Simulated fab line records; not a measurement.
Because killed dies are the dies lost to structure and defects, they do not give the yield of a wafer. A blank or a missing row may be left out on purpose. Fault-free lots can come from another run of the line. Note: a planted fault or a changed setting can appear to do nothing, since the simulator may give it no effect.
Matching of chambers / flow sky130 / cmp-01 running SKY_VIA3_CMP_24: 4 sister chambers
The step polishes, stops on SiO2, t overpolish 20 s, target thk 0 nm. 36 wafers are shown with their chamber, then 12 later ones without.

WAFERS, EACH WITH ITS CHAMBER
wafer=L075.1; chamber=0; motorCurrentA (A)=10.9; timeToEndpointS (s)=92; overpolishRunS (s)=20.008
wafer=L075.2; chamber=3; motorCurrentA (A)=12.5; timeToEndpointS (s)=89; overpolishRunS (s)=19.988
wafer=L075.5; chamber=2; motorCurrentA (A)=11.2; timeToEndpointS (s)=95; overpolishRunS (s)=19.991
wafer=L080.3; chamber=3; motorCurrentA (A)=12.9; timeToEndpointS (s)=89; overpolishRunS (s)=20.012
wafer=L080.4; chamber=2; motorCurrentA (A)=11.1; timeToEndpointS (s)=91; overpolishRunS (s)=19.998
wafer=L080.5; chamber=2; motorCurrentA (A)=11.5; timeToEndpointS (s)=85; overpolishRunS (s)=20.006
wafer=L085.1; chamber=3; motorCurrentA (A)=13.9; timeToEndpointS (s)=93; overpolishRunS (s)=19.981
wafer=L085.4; chamber=0; motorCurrentA (A)=10.6; timeToEndpointS (s)=91; overpolishRunS (s)=19.996
wafer=L085.5; chamber=1; motorCurrentA (A)=9.0; timeToEndpointS (s)=93; overpolishRunS (s)=20.002
wafer=L084.1; chamber=2; motorCurrentA (A)=10.7; timeToEndpointS (s)=89; overpolishRunS (s)=19.994
wafer=L084.2; chamber=0; motorCurrentA (A)=11.4; timeToEndpointS (s)=90; overpolishRunS (s)=20.018
wafer=L084.6; chamber=1; motorCurrentA (A)=9.3; timeToEndpointS (s)=86; overpolishRunS (s)=20.007
wafer=L086.3; chamber=3; motorCurrentA (A)=13.1; timeToEndpointS (s)=99; overpolishRunS (s)=19.989
wafer=L086.4; chamber=2; motorCurrentA (A)=10.9; timeToEndpointS (s)=99; overpolishRunS (s)=20.012
wafer=L086.5; chamber=3; motorCurrentA (A)=12.5; timeToEndpointS (s)=96; overpolishRunS (s)=20.004
wafer=L088.1; chamber=2; motorCurrentA (A)=11.4; timeToEndpointS (s)=94; overpolishRunS (s)=19.995
wafer=L088.2; chamber=0; motorCurrentA (A)=10.6; timeToEndpointS (s)=92; overpolishRunS (s)=20.010
wafer=L088.5; chamber=0; motorCurrentA (A)=11.0; timeToEndpointS (s)=95; overpolishRunS (s)=20.006
wafer=L089.1; chamber=2; motorCurrentA (A)=10.9; timeToEndpointS (s)=96; overpolishRunS (s)=20.022
wafer=L089.3; chamber=3; motorCurrentA (A)=12.5; timeToEndpointS (s)=97; overpolishRunS (s)=20.015
wafer=L089.6; chamber=2; motorCurrentA (A)=11.2; timeToEndpointS (s)=102; overpolishRunS (s)=20.009
wafer=L090.1; chamber=3; motorCurrentA (A)=13.0; timeToEndpointS (s)=100; overpolishRunS (s)=20.014
wafer=L090.3; chamber=1; motorCurrentA (A)=9.0; timeToEndpointS (s)=91; overpolishRunS (s)=20.014
wafer=L090.6; chamber=3; motorCurrentA (A)=13.2; timeToEndpointS (s)=99; overpolishRunS (s)=20.019
wafer=L091.1; chamber=0; motorCurrentA (A)=10.6; timeToEndpointS (s)=91; overpolishRunS (s)=19.991
wafer=L091.2; chamber=1; motorCurrentA (A)=8.7; timeToEndpointS (s)=88; overpolishRunS (s)=19.984
wafer=L091.4; chamber=3; motorCurrentA (A)=13.1; timeToEndpointS (s)=94; overpolishRunS (s)=20.006
wafer=L091.3; chamber=2; motorCurrentA (A)=11.2; timeToEndpointS (s)=99; overpolishRunS (s)=20.016
wafer=L091.5; chamber=1; motorCurrentA (A)=8.5; timeToEndpointS (s)=94; overpolishRunS (s)=20.006
wafer=L091.6; chamber=0; motorCurrentA (A)=10.9; timeToEndpointS (s)=94; overpolishRunS (s)=19.995
wafer=L092.2; chamber=3; motorCurrentA (A)=13.4; timeToEndpointS (s)=90; overpolishRunS (s)=20.002
wafer=L092.3; chamber=2; motorCurrentA (A)=11.6; timeToEndpointS (s)=95; overpolishRunS (s)=20.013
wafer=L092.4; chamber=0; motorCurrentA (A)=10.1; timeToEndpointS (s)=99; overpolishRunS (s)=20.001
wafer=L094.4; chamber=2; motorCurrentA (A)=10.8; timeToEndpointS (s)=99; overpolishRunS (s)=19.996
wafer=L094.5; chamber=1; motorCurrentA (A)=9.3; timeToEndpointS (s)=94; overpolishRunS (s)=20.017
wafer=L094.6; chamber=2; motorCurrentA (A)=11.4; timeToEndpointS (s)=95; overpolishRunS (s)=20.009

SIGNATURES (means of the wafers above)
reading=motorCurrentA; chamber 0=10.762; chamber 1=8.967; chamber 2=11.158; chamber 3=13.010; scatter within a chamber=0.364
reading=timeToEndpointS; chamber 0=93.00; chamber 1=91.00; chamber 2=94.92; chamber 3=94.60; scatter within a chamber=4.07
reading=overpolishRunS; chamber 0=20.00313; chamber 1=20.00500; chamber 2=20.00508; chamber 3=20.00300; scatter within a chamber=0.011
Rule: a wafer lies at a distance from a chamber equal to the root of the sum of squares, over the readings, of (its reading less the chamber's mean, divided by the reading's scatter). The wafer belongs to the nearest chamber; if the next one is less than 2 further off, it can't be placed. The scatter: the root of (the sum of the squares of (reading less its chamber's mean) over the shown wafers, divided by (wafers less chambers)).

WAFERS WHOSE CHAMBER IS MISSING
wafer=L095.1; motorCurrentA (A)=10.8; timeToEndpointS (s)=100; overpolishRunS (s)=19.999
wafer=L095.5; motorCurrentA (A)=11.1; timeToEndpointS (s)=101; overpolishRunS (s)=20.010
wafer=L095.6; motorCurrentA (A)=12.0; timeToEndpointS (s)=95; overpolishRunS (s)=20.013
wafer=L095.2; motorCurrentA (A)=10.8; timeToEndpointS (s)=95; overpolishRunS (s)=19.997
wafer=L095.3; motorCurrentA (A)=12.0; timeToEndpointS (s)=96; overpolishRunS (s)=20.004
wafer=L095.4; motorCurrentA (A)=9.3; timeToEndpointS (s)=96; overpolishRunS (s)=19.987
wafer=L096.1; motorCurrentA (A)=9.1; timeToEndpointS (s)=91; overpolishRunS (s)=19.994
wafer=L096.2; motorCurrentA (A)=10.9; timeToEndpointS (s)=94; overpolishRunS (s)=19.998
wafer=L096.4; motorCurrentA (A)=12.8; timeToEndpointS (s)=93; overpolishRunS (s)=19.993
wafer=L097.3; motorCurrentA (A)=10.9; timeToEndpointS (s)=100; overpolishRunS (s)=19.998
wafer=L097.4; motorCurrentA (A)=9.3; timeToEndpointS (s)=92; overpolishRunS (s)=19.992
wafer=L097.5; motorCurrentA (A)=8.7; timeToEndpointS (s)=92; overpolishRunS (s)=20.004

WHICH CHAMBER EACH WENT THROUGH
wafer=L095.1; from the rows above=can't be placed: 2 or 0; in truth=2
wafer=L095.5; from the rows above=can't be placed: 2 or 0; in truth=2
wafer=L095.6; from the rows above=can't be placed: 2 or 3 or 0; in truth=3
wafer=L095.2; from the rows above=can't be placed: 0 or 2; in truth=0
wafer=L095.3; from the rows above=can't be placed: 2 or 3 or 0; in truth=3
wafer=L095.4; from the rows above=1; in truth=1
wafer=L096.1; from the rows above=1; in truth=1
wafer=L096.2; from the rows above=can't be placed: 0 or 2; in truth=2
wafer=L096.4; from the rows above=3; in truth=3
wafer=L097.3; from the rows above=can't be placed: 2 or 0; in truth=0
wafer=L097.4; from the rows above=1; in truth=1
wafer=L097.5; from the rows above=1; in truth=1
Placed correctly: 5 of 12. From these rows, 7 cannot be placed; in 7 the true chamber is one of the candidates. Placed wrongly: 0.
